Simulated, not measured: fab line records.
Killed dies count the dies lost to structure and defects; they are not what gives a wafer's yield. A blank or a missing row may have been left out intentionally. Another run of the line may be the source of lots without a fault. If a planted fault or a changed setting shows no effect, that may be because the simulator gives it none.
fab line records | flow sky130
record: lots: 5 wafers: 14 last-day: 51
route steps=708 shown VIA3@582
lots untouched by any fault: they come from a run of this same line in which no faults occurred
start-h: start of the lot's first displayed wafer, in hours after the record's first day | wait-h: hours elapsed since this lot's preceding step | " same as the row above | L1.1+2: a single row standing in for several wafers | - no value, or no start was given | * or withheld: withheld | < > ~ a bound
route shown NAME@n: names a module that has steps shown in the file, with the first one's number in the route | usual: mean/standard deviation taken from wafers without a fault | same: alike in all rows | chamber/n: place in a boat | sites: each site's reading | _std_site: how widely they spread, as a standard deviation | _edge_site: mean of outer sites minus mean of inner sites | radius-mm: for every site, how far away it sits from the centre of the wafer | mask NAME#n: copy n | behind: the last tool/chamber to shape the wafer | hold: why the lot went on hold/how many hours it stayed there/how the hold came to an end | device: which transistor (n, p or np) failed to switch | end of line: tests of these same wafers at the route's end | where a step has no rows: the recipe by itself | killed: not the wafer's yield, but the dies lost to structure and defects at the first sort | map: a wafer's dies, x killed, . not, _ none there
set.NAME: the setting that was run; set.NAME@STEP: the one run at that earlier step | model.NAME: the simulator's own value behind a step, which no gauge read
lots seen at some steps along the route; tables by step, rows by wafer
services: from which hour (start-h, from the record's first day; less than 0 if before it) a tool's chamber was out of use, for how many hours, and why
== steps ==
step: SKY_VIA3_EXPOSE_09
recipe: mask-id: VIM3 na: 0.8 source-shape: annular sigma-inner: 0.55 sigma-outer: 0.85 target-cd-nm: 200 dose-mj: 38
step: SKY_VIA3_PEB_10
recipe: peb-temp-c: withheld peb-time-s: withheld resist: KrF-thick
step: SKY_VIA3_DEVELOP_11
recipe: develop-time-s: 60 resist: KrF-thick dev-temp-c: 21
step: SKY_VIA3_CD_MEAS_12
recipe: target-cd-nm: 200
usual: cd-nm: 199.7/1.5
columns lot.wafer tool chamber start-h wait-h cd-nm
L252.2 cd-sem-02 - 965.20 - 200.5
L252.3 " - " " 199.3
L252.5 " - " " 200.8
L260.1 cd-sem-01 - 1018.47 - 197.9
L260.4 " - " " 199.8
L260.5 " - " " 199.1
L261.1 cd-sem-01 - 1019.72 - 198.2
L261.4 " - " " 197.5
L261.6 " - " " 196.0
L266.2 cd-sem-02 - 1054.50 - 198.5
L266.4 " - " " 197.6
L273.2 cd-sem-02 - 1092.66 - 200.1
L273.5 " - " " 199.1
L273.6 " - " " 202.0
step: SKY_VIA3_OVL_MEAS_13
usual: VIA3_OVL: -4/5.3
columns lot.wafer tool chamber start-h wait-h VIA3_OVL[nm]
L252.2 overlay-02 - 965.30 0.1 -6
L252.3 " - " " -7
L252.5 " - " " -5
L260.1 overlay-02 - 1018.59 0.1 -7
L260.4 " - " " -1
L260.5 " - " " -1
L261.1 overlay-02 - 1019.84 0.1 -9
L261.4 " - " " -1
L261.6 " - " " 2
L266.2 overlay-01 - 1054.60 0.1 -6
L266.4 " - " " -3
L273.2 overlay-01 - 1092.77 0.1 -7
L273.5 " - " " -6
L273.6 " - " " -3
step: SKY_VIA3_ETCH_14
recipe: chemistry: N2/H2 target: BARC ion-energy-ev: 200 source-w: 500 bias-w: 100 pressure-mtorr: 30 n2-flow-sccm: 100 h2-flow-sccm: 200 stop-on: SiO2 time-s: 45.9 target-depth-a: 600
usual: drypump-motor-current-A: 5.7/0.39 oes-product-au: 0.854/0.0051 throttle-valve-pct: 13.225/0.0089
columns lot.wafer tool chamber start-h wait-h drypump-motor-current-A oes-product-au rf-hours-counter-h throttle-valve-pct
L252.2 rie-diel-02 0 965.33 0.0 5.2 0.856 22 13.232
L252.3 " 2 " " 5.9 0.858 18 13.224
L252.5 " 2 " " 5.9 0.854 - 13.221
L260.1 rie-diel-02 0 1018.62 0.0 5.3 0.852 23 13.239
L260.4 " 1 " " 5.1 0.857 13 13.231
L260.5 " 2 " " 5.9 0.849 - 13.232
L261.1 rie-diel-03 2 1019.87 0.0 5.9 0.842 13 13.221
L261.4 " 3 " " 5.8 0.851 7 13.231
L261.6 " 2 " " 5.9 0.860 - 13.227
L266.2 rie-diel-01 1 1054.63 0.0 6.3 0.850 22 13.235
L266.4 " 0 " " 5.8 0.853 7 13.217
L273.2 rie-diel-02 1 1092.80 0.0 5.1 0.857 15 13.252
L273.5 " 3 " " 5.2 0.849 - 13.226
L273.6 " 0 " " 5.3 0.854 - 13.208
step: SKY_VIA3_ETCH_15
recipe: target: SiO2 chemistry: C4F8/O2/Ar target-depth-nm: 507 stop-on: TiN mask-material: KrF-thick source-w: 1500 bias-w: 1200 pressure-mtorr: 40 c4f8-flow-sccm: withheld O2_flow_sccm: 6 Ar_flow_sccm: 300 time-s: 78
usual: oes-product-au: 0.945/0.0046
columns lot.wafer tool chamber start-h wait-h oes-product-au rf-hours-counter-h
L252.2 rie-diel-02 0 965.37 0.0 0.948 22
L252.3 " 2 " " 0.951 18
L252.5 " 2 " " 0.950 -
L260.1 rie-diel-02 0 1018.66 0.0 0.943 23
L260.4 " 1 " " 0.944 13
L260.5 " 2 " " 0.944 -
L261.1 rie-diel-03 2 1019.91 0.0 0.943 13
L261.4 " 3 " " 0.947 7
L261.6 " 2 " " 0.944 -
L266.2 rie-diel-01 1 1054.68 0.0 0.951 22
L266.4 " 0 " " 0.941 7
L273.2 rie-diel-02 1 1092.84 0.0 0.944 15
L273.5 " 3 " " 0.950 -
L273.6 " 0 " " 0.946 -
step: SKY_VIA3_STRIP_16
recipe: chemistry: O2/N2 power-w: 1400 pressure-mtorr: 1500 platen-temp-c: withheld o2-flow-sccm: 3000 n2-flow-sccm: 300 overash-fraction: 0.5
usual: drypump-motor-current-A: 5.4/0.35 oes-product-au: 0.401/0.004 strip-time-to-endpoint-s: 4.120/0.027
columns lot.wafer tool chamber start-h wait-h drypump-motor-current-A oes-product-au rf-hours-counter-h strip-time-to-endpoint-s
L252.2 plasma-asher-01 1 965.43 0.0 5.8 0.403 86 4.106
L252.3 " 1 " " 5.9 0.398 - 4.131
L252.5 " 1 " " 5.8 0.408 - 4.125
L260.1 plasma-asher-02 0 1018.72 0.0 5.4 0.402 119 4.108
L260.4 " 1 " " 5.2 0.401 - 4.102
L260.5 " 0 " " 5.4 0.397 - 4.074
L261.1 plasma-asher-01 0 1019.97 0.0 5.0 0.400 91 4.124
L261.4 " 0 " " 5.0 0.400 - 4.115
L261.6 " 0 " " 5.0 0.404 - 4.111
L266.2 plasma-asher-02 1 1054.74 0.0 5.2 0.402 123 4.095
L266.4 " 0 " " 5.5 0.409 - 4.174
L273.2 plasma-asher-02 1 1092.90 0.0 5.2 0.399 3 4.119
L273.5 " 0 " " 5.5 0.404 - 4.130
L273.6 " 1 " " 5.1 0.396 - 4.097
step: SKY_VIA3_STRIP_17
recipe: chemistry: post-etch-residue-remover time-s: 1200 temp-c: 72.5
step: SKY_VIA3_CLEAN_18
recipe: chemistry: IPA time-s: 180 temp-c: 25
step: SKY_VIA3_CLEAN_19
recipe: chemistry: O3/DIW dry: n2-spin
step: SKY_VIA3_SPUTTER_20
recipe: material: TiN target-thk-nm: 20 chamber-pressure-pa: 5 power-w: 4000 time-s: 80
usual: cathode-dc-power-W: 3999.9/0.69 throttle-valve-pct: 30.0/1.1
columns lot.wafer tool chamber start-h wait-h cathode-dc-power-W throttle-valve-pct
L252.2 pvd-sputter-03 - 966.03 0.0 4000.5 30.1
L252.3 " - " " 3999.6 28.2
L252.5 " - " " 4000.2 29.9
L260.1 pvd-sputter-03 - 1019.32 0.0 4000.2 28.1
L260.4 " - " " 3999.1 29.0
L260.5 " - " " 3999.5 30.0
L261.1 pvd-sputter-02 - 1020.57 0.0 3999.0 29.7
L261.4 " - " " 4000.2 29.7
L261.6 " - " " 4000.0 29.0
L266.2 pvd-sputter-02 - 1055.34 0.0 3999.8 29.8
L266.4 " - " " 4000.4 29.1
L273.2 pvd-sputter-02 - 1093.53 0.0 3999.9 29.1
L273.5 " - " " 4000.8 29.2
L273.6 " - " " 4000.7 30.7
step: SKY_VIA3_CVD_21
recipe: material: W target-thk-nm: 390 time-s: 117.31 temp-c: 400 pressure-torr: 40
usual: heater-power-w: 859/72 susceptor-temp-C: 400.00/0.21
columns lot.wafer tool chamber start-h wait-h heater-power-w susceptor-temp-C model.W_of_VIA3_CVD_21.thk-nm
L252.2 cvd-w-02 0 966.09 0.0 903 399.78 381.8
L252.3 " 0 " " 890 399.84 386.6
L252.5 " 0 " " 922 400.22 385.1
L260.1 cvd-w-02 0 1019.38 0.0 934 399.94 394.3
L260.4 " 0 " " 892 400.01 393.6
L260.5 " 0 " " 910 399.70 393.9
L261.1 cvd-w-01 0 1020.63 0.0 777 399.73 389.2
L261.4 " 0 " " 776 400.31 387.5
L261.6 " 1 " " 759 400.28 392.2
L266.2 cvd-w-01 1 1055.40 0.0 743 399.83 396.2
L266.4 " 1 " " 749 400.18 416.9
L273.2 cvd-w-02 0 1093.59 0.0 884 400.04 391.3
L273.5 " 0 " " 919 400.16 384.3
L273.6 " 1 " " 931 400.03 383.3
step: SKY_VIA3_RS_MEAS_22
recipe: thk-meas-gauge: four-point-probe reads: W_of_VIA3_CVD_21+TiN_of_VIA3_SPUTTER_20
usual: VIA3_W_RS: 0.296/0.0041
columns lot.wafer tool chamber start-h wait-h VIA3_W_RS[ohm/sq]
L252.2 film-metro-02 - 966.23 0.1 0.299
L252.3 " - " " 0.296
L252.5 " - " " 0.298
L260.1 film-metro-04 - 1019.50 0.1 0.291
L260.4 " - " " 0.292
L260.5 " - " " 0.292
L261.1 film-metro-02 - 1020.75 0.1 0.294
L261.4 " - " " 0.295
L261.6 " - " " 0.292
L266.2 film-metro-02 - 1055.54 0.1 0.289
L266.4 " - " " 0.274
L273.2 film-metro-04 - 1093.73 0.1 0.294
L273.5 " - " " 0.299
L273.6 " - " " 0.299
step: SKY_VIA3_THK_MEAS_23
recipe: thk-meas-gauge: xrf reads: W_of_VIA3_CVD_21
usual: VIA3_W_THK: 380/5.5
columns lot.wafer tool chamber start-h wait-h VIA3_W_THK[nm]
L252.2 film-metro-02 - 966.34 0.1 372
L252.3 " - " " 380
L252.5 " - " " 378
L260.1 film-metro-04 - 1019.62 0.1 388
L260.4 " - " " 387
L260.5 " - " " 386
L261.1 film-metro-02 - 1020.87 0.1 377
L261.4 " - " " 378
L261.6 " - " " 382
L266.2 film-metro-02 - 1055.65 0.1 392
L266.4 " - " " 412
L273.2 film-metro-04 - 1093.84 0.1 383
L273.5 " - " " 377
L273.6 " - " " 373
step: SKY_VIA3_CMP_24
recipe: stop-on: SiO2 t-overpolish-s: 20 down-force-psi: 3.5 platen-rpm: 60 target-thk-nm: 0 pad-velocity-m-s: 0.94248
usual: motor-current-A: 10.8/0.76
columns lot.wafer tool chamber start-h wait-h motor-current-A
L252.3 cmp-01 3 966.39 0.0 12.0
L252.2 " 0 " " 10.9
L252.5 " 0 " " 10.3
L260.4 cmp-02 1 1019.73 0.1 10.2
L260.1 " 2 " " 9.5
L260.5 " 0 " " 12.3
L261.4 cmp-02 0 1021.03 0.1 12.1
L261.1 " 1 " " 10.5
L261.6 " 3 " " 10.2
L266.2 cmp-01 3 1055.70 0.0 11.5
L266.4 " 0 " " 10.4
L273.2 cmp-01 2 1093.89 0.0 10.4
L273.6 " 2 " " 10.0
L273.5 " 3 " " 11.7
== services ==
columns tool chamber start-h hours kind
rie-diel-03 0 964.81 14.7 repair
cmp-01 - 967.33 6.7 repair
cvd-w-01 - 967.39 6.9 pm
rie-diel-02 - 975.92 2.8 pm
cmp-02 - 982.08 4.1 repair
pvd-sputter-03 - 987.38 2.8 repair
rie-diel-02 3 991.73 4.1 repair
cmp-02 - 1002.20 1.0 repair
cvd-w-02 - 1009.64 6.0 pm
rie-diel-01 - 1010.53 2.8 pm
rie-diel-03 0 1028.73 6.4 repair
rie-diel-03 2 1031.79 5.6 repair
cmp-02 - 1036.19 1.2 repair
plasma-asher-02 - 1055.25 9.0 pm
plasma-asher-02 0 1055.25 9.0 vent-cycle
plasma-asher-02 1 1055.25 9.0 vent-cycle
cmp-01 - 1061.00 2.9 repair
cmp-01 - 1062.38 2.5 repair
rie-diel-02 - 1065.08 0.6 repair
pvd-sputter-03 - 1072.49 4.3 repair
cvd-w-01 - 1079.09 6.0 pm
plasma-asher-02 - 1080.83 0.9 repair
cmp-02 - 1085.88 0.2 repair
cmp-01 - 1089.50 4.0 pm
== key ==
first-sign: step: SKY_VIA3_RS_MEAS_22 reading: VIA3_W_RS direction: down sigmas: 5.3 usual: 0.296 struck: 0.274
effect: step: SKY_VIA3_THK_MEAS_23 reading: VIA3_W_THK direction: up sigmas: 5.9 usual: 380 struck: 412
model-effect: step: SKY_VIA3_CVD_21 value: W_of_VIA3_CVD_21.thk-nm without: 392.5 struck: 416.9
met-at SKY_VIA3_CVD_21
struck-wafers L266.4
onset-between 1020.63 1055.40
fault: kind: process-parameter-drift tool: cvd-w-01 chamber: - onset-h: 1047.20 steps: SKY_VIA3_CVD_21 channel: target-thk-nm offset: 24.427 shape: step end-h: 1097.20 scope: struck-wafers-only acts-in: these-recipes-only stated: 390
